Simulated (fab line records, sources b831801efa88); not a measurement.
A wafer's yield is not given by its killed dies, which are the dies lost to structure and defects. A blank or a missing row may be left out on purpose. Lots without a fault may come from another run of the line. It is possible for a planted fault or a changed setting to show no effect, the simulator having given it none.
A struck lot beside a sound one / flow sky130 / 26 steps out of a route of 708
Sound: the wafers L397.2, L397.4, L397.6. Wafers L394.1, L394.2, L394.4 were the ones struck. Last of all comes the cause.
Per side, at each step with rows, come the tool, then ch with its chambers, and then its first start. Under that, the readings that differ: sound wafers / struck wafers / difference of the means / sigmas: that difference in standard deviations of wafers without a fault.
alike: a reading whose means differ by less than 2 such deviations, as well as words and numbers matching on both sides. not compared: withheld readings; readings where some wafer has no value; bounds like >300 that might hide an equal value; numbers whose values overlap and for which the record gives no deviation.
Wherever a step has rows on one side only, a row that says differs or no value, or a row with sigmas, the two part there. Numbers that don't overlap but have no deviation are shown without sigmas and don't part them. A reading that every wafer of one side lacks parts them only if that side has two wafers or more.

first, 1 step without rows for these wafers: SKY_LDD_P_IMPLANT_09.
SKY_LDD_P_STRIP_10: strips in O2/N2.
  sound on plasma-asher-04 ch 0,1, day 24 08:02; struck on plasma-asher-01 ch 0,1, day 23 19:32
  alike: chamber-pressure-mTorr, drypump-motor-current-A, oes-product-au, strip-time-to-endpoint-s
  not compared: rf-hours-counter-h
SKY_LDD_P_TW_MEAS_11:
  struck on film-metro-02, day 23 19:38; sound on film-metro-02, day 24 08:08
  alike: LDD_P_TW
then, 7 steps without rows for these wafers: SKY_LDD_HVN_DEHYDRATE_00 (time 60 s); SKY_LDD_HVN_HMDS_01 (prime time 60 s); SKY_LDD_HVN_COAT_02 (resist thk 300 nm); SKY_LDD_HVN_SOFTBAKE_03 (time 60 s); SKY_LDD_HVN_EXPOSE_04 (exposes mask HVNTM, target cd 700 nm); SKY_LDD_HVN_PEB_05; SKY_LDD_HVN_DEVELOP_06 (develop time 60 s).
SKY_LDD_HVN_OVL_MEAS_07:
  struck on overlay-02, day 25 02:25; sound on overlay-02, day 25 14:44
reading=LDD_HVN_OVL (nm); sound=0.0 -1.9 -2.5; struck=3.1 2.7 2.8; difference=+4.3; sigmas=+2
then, 1 step without rows for these wafers: SKY_LDD_HVN_IMPLANT_08.
SKY_LDD_HVN_STRIP_09: strips in O2/N2.
  sound on plasma-asher-02 ch 0,1, day 25 14:55; struck on plasma-asher-01 ch 0,1, day 25 02:37
  no value came back on the struck wafers for chamber-pressure-mTorr (mTorr), drypump-motor-current-A (A), oes-product-au (a.u.), strip-time-to-endpoint-s (s); on the sound wafers chamber-pressure-mTorr (mTorr) reads 1498.2 1498.9 1497.1
reading=model.NOVOLAK_of_LDD_HVN_COAT_02.thk-nm (nm); sound=0 0 0; struck=299 298.9 299.5; difference=+299; sigmas=
  not compared: rf-hours-counter-h
SKY_LDD_HVN_TW_MEAS_10:
  struck on film-metro-04, day 25 02:43; sound on film-metro-02, day 25 15:01
  alike: LDD_HVN_TW
then, 7 steps without rows for these wafers: SKY_LDD_HVP_DEHYDRATE_00 (time 60 s); SKY_LDD_HVP_HMDS_01 (prime time 60 s); SKY_LDD_HVP_COAT_02 (resist thk 300 nm); SKY_LDD_HVP_SOFTBAKE_03 (time 60 s); SKY_LDD_HVP_EXPOSE_04 (exposes mask HVPTM, target cd 700 nm); SKY_LDD_HVP_PEB_05; SKY_LDD_HVP_DEVELOP_06 (develop time 60 s).
SKY_LDD_HVP_OVL_MEAS_07:
  struck on overlay-02, day 26 07:12; sound on overlay-01, day 26 19:40
  alike: LDD_HVP_OVL
then, 1 step without rows for these wafers: SKY_LDD_HVP_IMPLANT_08.
SKY_LDD_HVP_STRIP_09: strips in O2/N2.
  sound on plasma-asher-02 ch 0,1, day 26 19:50; struck on plasma-asher-03 ch 0,1, day 26 07:23
reading=oes-product-au (a.u.); sound=0.401 0.409 0.408; struck=0.604 0.613 0.611; difference=+0.203; sigmas=+45
reading=strip-time-to-endpoint-s (s); sound=4.141 4.149 4.131; struck=8.929 8.933 8.948; difference=+4.796; sigmas=+99 or more
  alike: chamber-pressure-mTorr, drypump-motor-current-A
  not compared: rf-hours-counter-h
SKY_LDD_HVP_TW_MEAS_10:
  struck on film-metro-04, day 26 07:29; sound on film-metro-01, day 26 19:57
reading=LDD_HVP_TW; sound=458 465 457; struck=30 30 30; difference=-430; sigmas=-98
then, 1 step without rows for these wafers: SKY_LDD_LDN_DEHYDRATE_00 (time 60 s).

WHERE THEY PART
At SKY_LDD_HVN_OVL_MEAS_07 first; at SKY_LDD_HVP_TW_MEAS_10 last (within this record only).

WHY: what the simulator had put in
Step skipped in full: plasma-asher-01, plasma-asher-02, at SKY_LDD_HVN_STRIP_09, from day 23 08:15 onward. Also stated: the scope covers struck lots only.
